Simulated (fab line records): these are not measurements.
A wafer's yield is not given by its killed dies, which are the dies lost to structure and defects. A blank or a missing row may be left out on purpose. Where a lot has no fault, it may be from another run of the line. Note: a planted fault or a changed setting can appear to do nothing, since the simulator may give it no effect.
8D (eight disciplines) problem report, filled in by code ; flow sky130 ; the parts of the form that need people (team, actions taken, sign-off) are left out

== 1. THE PROBLEM ==
Mean CAP2M_TIN_RS at SKY_CAP2M_RS_MEAS_03: 7.93 ohm/sq over 4 wafers in 2 lots; fault-free wafers: 6.93 ohm/sq, standard deviation 0.057. That puts it +18 standard deviations away from the usual mean.
The step: measures by four-point-probe.
First observed at day 43 00:12: wafer L784.2, on film-metro-04. The record holds 27 wafers of 9 lots with a number at this step. By rule, "out" or "out of limits" means more than 4 standard deviations away from the usual mean. The other wafers with a number count as sound.

== 2. WHAT IT IS AND WHAT IT IS NOT ==
question;is;is not
which readings at this step;CAP2M_TIN_RS;-
which lots;L784, L785;L778, L781, L783, L786, L791, L792, L797
which wafers of those lots;L784.2, L784.3, L784.6, L785.3;L785.1, L785.5
read on which gauges;film-metro-02, film-metro-04;film-metro-03
when;from day 43 00:12;"up to then (9 sound wafers); but 14 sound wafers of L785, L786, L791, L792, L797 came after"

== 3. SUSPECTS, AND WHAT RULES EACH OUT ==
Counting: any tool at a process step up to the reading remains a suspect provided it ran every lot that is out. Sound lots after the first of them don't rule it out here, since some wafers of a struck lot are sound.
- the gauge at SKY_CAP2M_RS_MEAS_03 is ruled out. 2 gauges (film-metro-02, film-metro-04) read the wafers that are out.
- cmp-01 at SKY_VIA2_CMP_24 (polishes, stops on SiO2, t overpolish 20 s, target thk 0 nm): kept. Every lot that is out went through it, the first being L784 (day 39 19:04); the last sound lot it ran before that was L778 (day 37 09:10).
- pvd-sputter-03 at SKY_CAP2M_SPUTTER_02 (material TiN, target thk 200 nm, time 166.7 s): kept. Every lot that is out went through it, the first being L784 (day 43 00:04); the last sound lot it ran before that was L783 (day 42 16:47).
Left after counting: cmp-01 at SKY_VIA2_CMP_24, pvd-sputter-03 at SKY_CAP2M_SPUTTER_02.

== 4. THE CAUSE (what the simulator had put in) ==
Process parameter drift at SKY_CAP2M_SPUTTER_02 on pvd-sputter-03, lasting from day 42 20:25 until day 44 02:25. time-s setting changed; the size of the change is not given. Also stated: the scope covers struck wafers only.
2 suspects survive the count, and this tool is in that group.

== 5. THE EFFECT CHAIN, in route order ==
One row per reading whose mean, taken over the struck wafers that have a number, lies over 3 standard deviations from the usual. Scope: only readings with a usual standard deviation given in the record; hours: median across lots of the time from each lot's start at the first step in this table that gives one to its start at this step; sigmas: change in usual standard deviations.
hours;step;reading;usual;on struck wafers;change;sigmas
0;SKY_CAP2M_RS_MEAS_03;CAP2M_TIN_RS;6.93 ohm/sq;7.93;+1.00;+18
0;SKY_CAP2M_THK_MEAS_04;CAP2M_TIN_THK;201.5 nm;175.9;-25.6;-12
23;SKY_CAP2M_METAL_ETCH_13;oes-product-au;0.939 a.u.;0.872;-0.067;-11
23;SKY_CAP2M_METAL_ETCH_13;throttle-valve-pct;21.902 %;21.942;+0.040;+4.0
The process steps in it:
- SKY_CAP2M_METAL_ETCH_13: etches TiN in Cl2/BCl3, stops on SiO2, target depth 220 nm, time 62.9 s.

== 6. WHAT WOULD HAVE CAUGHT IT SOONER ==
In this record the first reading out of limits at a measuring or inspecting step was taken at day 43 00:12, 4 hours after the fault began at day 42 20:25.
Of the tool readings at SKY_CAP2M_SPUTTER_02 for which the record gives a usual standard deviation, none was out on any struck wafer, so an alarm limit of 4 standard deviations on them would not have fired.
Among the 2 lots that are out, L785 began SKY_CAP2M_SPUTTER_02 on pvd-sputter-03 after day 43 00:12. A tool hold placed at that time would have kept it from harm.
